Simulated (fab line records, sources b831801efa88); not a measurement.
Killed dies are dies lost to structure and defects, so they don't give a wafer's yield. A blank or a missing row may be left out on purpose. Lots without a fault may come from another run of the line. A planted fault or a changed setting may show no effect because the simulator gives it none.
Which tool did it? | flow gf180mcu | 12 lots, 36 wafers sampled, at 4 steps of a route of 602

WHAT THE GAUGES READ, wafer by wafer
GF_MVSD_OVL_MEAS_07.
lot  | measured     | on         | MVSD_OVL (nm)
L686 | day 4 19:54  | overlay-01 | 2.2 0.5 0.2
L687 | day 5 03:12  | overlay-01 | 0.1 0.8 1.9
L688 | day 5 07:42  | overlay-01 | 3.0 2.2 1.9
L690 | day 5 22:22  | overlay-01 | 2.2 4.7 1.7
L692 | day 6 09:43  | overlay-02 | 2.0 2.9 0.2
L694 | day 6 20:58  | overlay-01 | 2.1 1.4 2.8
L695 | day 7 04:11  | overlay-02 | 1.3 0.8 0.6
L701 | day 8 13:20  | overlay-01 | 1.7 3.0 1.9
L703 | day 9 06:06  | overlay-02 | 3.0 2.5 0.9
L705 | day 9 13:40  | overlay-02 | -1.4 0.2 1.8
L706 | day 9 19:24  | overlay-01 | -1.6 1.2 -2.4
L707 | day 10 01:12 | overlay-02 | 2.8 0.6 2.7

WHICH TOOL RAN EACH LOT (tool, then ch and the chambers of the sampled wafers, then the start)
lot  | GF_STI_CMP_25                | GF_NWELL_SOFTBAKE_03             | GF_NWELL_STRIP_10
L686 | cmp-02 ch 0,2,3, day 2 13:05 | litho_track-02 ch 0, day 3 09:38 | plasma_asher-01 ch 0,1, day 3 16:07
L687 | cmp-02 ch 0,1,2, day 2 18:36 | litho_track-01 ch 0, day 3 16:13 | plasma_asher-02 ch 0,1, day 3 23:31
L688 | cmp-01 ch 0,1, day 3 00:20   | litho_track-03 ch 0, day 3 20:55 | plasma_asher-03 ch 0, day 4 04:08
L690 | cmp-02 ch 0,1,2, day 3 11:33 | litho_track-01 ch 0, day 4 09:43 | plasma_asher-02 ch 0,1, day 4 17:23
L692 | cmp-01 ch 1,2, day 3 19:53   | litho_track-01 ch 0, day 4 19:28 | plasma_asher-03 ch 0,1, day 5 02:50
L694 | cmp-02 ch 2,3, day 4 07:30   | litho_track-01 ch 0, day 5 06:46 | plasma_asher-01 ch 0,1, day 5 14:29
L695 | cmp-02 ch 0,1,3, day 4 13:05 | litho_track-01 ch 0, day 5 13:55 | plasma_asher-01 ch 0,1, day 5 21:26
L701 | cmp-02 ch 0,2,3, day 5 19:19 | litho_track-02 ch 0, day 6 19:50 | plasma_asher-01 ch 0, day 7 04:29
L703 | cmp-01 ch 0,1,2, day 6 08:17 | litho_track-03 ch 0, day 7 11:31 | plasma_asher-01 ch 0,1, day 7 20:35
L705 | cmp-01 ch 0,1,3, day 6 15:38 | litho_track-02 ch 0, day 7 18:49 | plasma_asher-01 ch 0,1, day 8 03:08
L706 | cmp-02 ch 0,1,3, day 6 22:17 | litho_track-02 ch 0, day 8 01:14 | plasma_asher-01 ch 0,1, day 8 10:23
L707 | cmp-02 ch 0,2,3, day 7 02:17 | litho_track-01 ch 0, day 8 05:48 | plasma_asher-03 ch 0,1, day 8 14:46
- GF_STI_CMP_25: polishes, stops on Si3N4, t overpolish 33 s, target thk 524.6 nm.
- GF_NWELL_SOFTBAKE_03
- GF_NWELL_STRIP_10: strips in O2/N2.

WHAT THE TOOLS THEMSELVES READ (means of the sampled wafers that have a number; where no wafer has one, the mark that the record gives instead)
GF_STI_CMP_25.
lot  | tool   | motor_current_A (A) | overpolish_run_s (s) | slurry_filter_dp_kPa (kPa) | slurry_flow_ml_min | time_to_endpoint_s (s)
L686 | cmp-02 | 11.5                | 33.002               | 13.51                      | 150.1              | 124
L687 | cmp-02 | 11.8                | 32.995               | 13.51                      | 150.0              | 127
L688 | cmp-01 | 10.8                | 32.996               | 13.77                      | 150.3              | 133
L690 | cmp-02 | 11.8                | 33.004               | 13.58                      | 150.3              | 126
L692 | cmp-01 | 11.8                | 32.995               | 13.52                      | 149.8              | 120
L694 | cmp-02 | 11.6                | 33.002               | 13.53                      | 150.6              | 122
L695 | cmp-02 | 11.3                | 32.995               | 13.46                      | 149.8              | 121
L701 | cmp-02 | 11.3                | 32.990               | 13.52                      | 149.8              | 120
L703 | cmp-01 | 11.5                | 33.004               | 13.63                      | 149.9              | 125
L705 | cmp-01 | 11.9                | 33.008               | 13.53                      | 149.3              | 123
L706 | cmp-02 | 10.9                | 32.991               | 13.45                      | 150.4              | 120
L707 | cmp-02 | 11.5                | 33.001               | 13.55                      | 150.0              | 119

GF_NWELL_SOFTBAKE_03.
lot  | tool           | chill_plate_temp_C (C) | heater_power_total_W (W) | plate_temp_C (C)
L686 | litho_track-02 | 22.98                  | 65.37                    | 109.98
L687 | litho_track-01 | 23.00                  | 65.34                    | 109.98
L688 | litho_track-03 | 22.97                  | 65.30                    | 110.07
L690 | litho_track-01 | 23.04                  | 65.33                    | 110.20
L692 | litho_track-01 | 23.24                  | 70.47                    | 116.53
L694 | litho_track-01 | 22.99                  | 70.60                    | 116.46
L695 | litho_track-01 | 22.94                  | 70.60                    | 116.42
L701 | litho_track-02 | 23.06                  | 65.35                    | 109.92
L703 | litho_track-03 | 23.07                  | 65.39                    | 109.96
L705 | litho_track-02 | 22.89                  | 65.26                    | 109.99
L706 | litho_track-02 | 23.00                  | 65.31                    | 110.05
L707 | litho_track-01 | 23.19                  | 65.22                    | 110.02

GF_NWELL_STRIP_10.
lot  | tool            | drypump_motor_current_A (A) | heater_power_w (W) | oes_product_au (a.u.) | strip_time_to_endpoint_s (s)
L686 | plasma_asher-01 | 5.93                        | 343                | 0.720                 | 36.64
L687 | plasma_asher-02 | 5.87                        | 275                | 0.720                 | 36.55
L688 | plasma_asher-03 | 5.76                        | 262                | 0.725                 | 36.70
L690 | plasma_asher-02 | 5.88                        | 271                | 0.722                 | 36.61
L692 | plasma_asher-03 | 5.87                        | 278                | 0.724                 | 36.17
L694 | plasma_asher-01 | 5.96                        | 343                | 0.720                 | 36.05
L695 | plasma_asher-01 | 5.92                        | 374                | 0.722                 | 36.01
L701 | plasma_asher-01 | 5.88                        | 415                | 0.724                 | 36.55
L703 | plasma_asher-01 | 5.89                        | 379                | 0.720                 | 36.65
L705 | plasma_asher-01 | 5.94                        | 340                | 0.723                 | 36.52
L706 | plasma_asher-01 | 5.92                        | 375                | 0.716                 | 36.61
L707 | plasma_asher-03 | 5.88                        | 281                | 0.726                 | 36.67

THE ANSWER, worked out from the rows above alone
Rule: what is usual is taken from the lots themselves. Put in order of their means at a reading, lots are off if they are a third of the lots or fewer, leave a main group of 4 or more, and stand apart from it by a gap of 3 or more times the standard deviation of the main group's means; of several such gaps the widest counts. A main group whose means are all the same, to the digits that the tables above print for the reading, isn't used. A lot without any number at a reading at which 4 lots or more have one is off too. The other lots that the step has rows for count as sound. The gauges are gone through in route order, then the tools' own readings, and for those a lot's mean is taken as printed above. The first step at which some lot is off is used, and at that step the reading that is off furthest; a lot without a number counts as furthest.
Off: L692, L694, L695, at GF_NWELL_SOFTBAKE_03 (heater_power_total_W). The main group: mean 65.32 W, standard deviation 0.05.
A tool fits if, at that step or a process step before it, it ran every lot that is off, and no sound lot after the first of them. None of those tried fits.

WHAT THE SIMULATOR HAD PUT IN
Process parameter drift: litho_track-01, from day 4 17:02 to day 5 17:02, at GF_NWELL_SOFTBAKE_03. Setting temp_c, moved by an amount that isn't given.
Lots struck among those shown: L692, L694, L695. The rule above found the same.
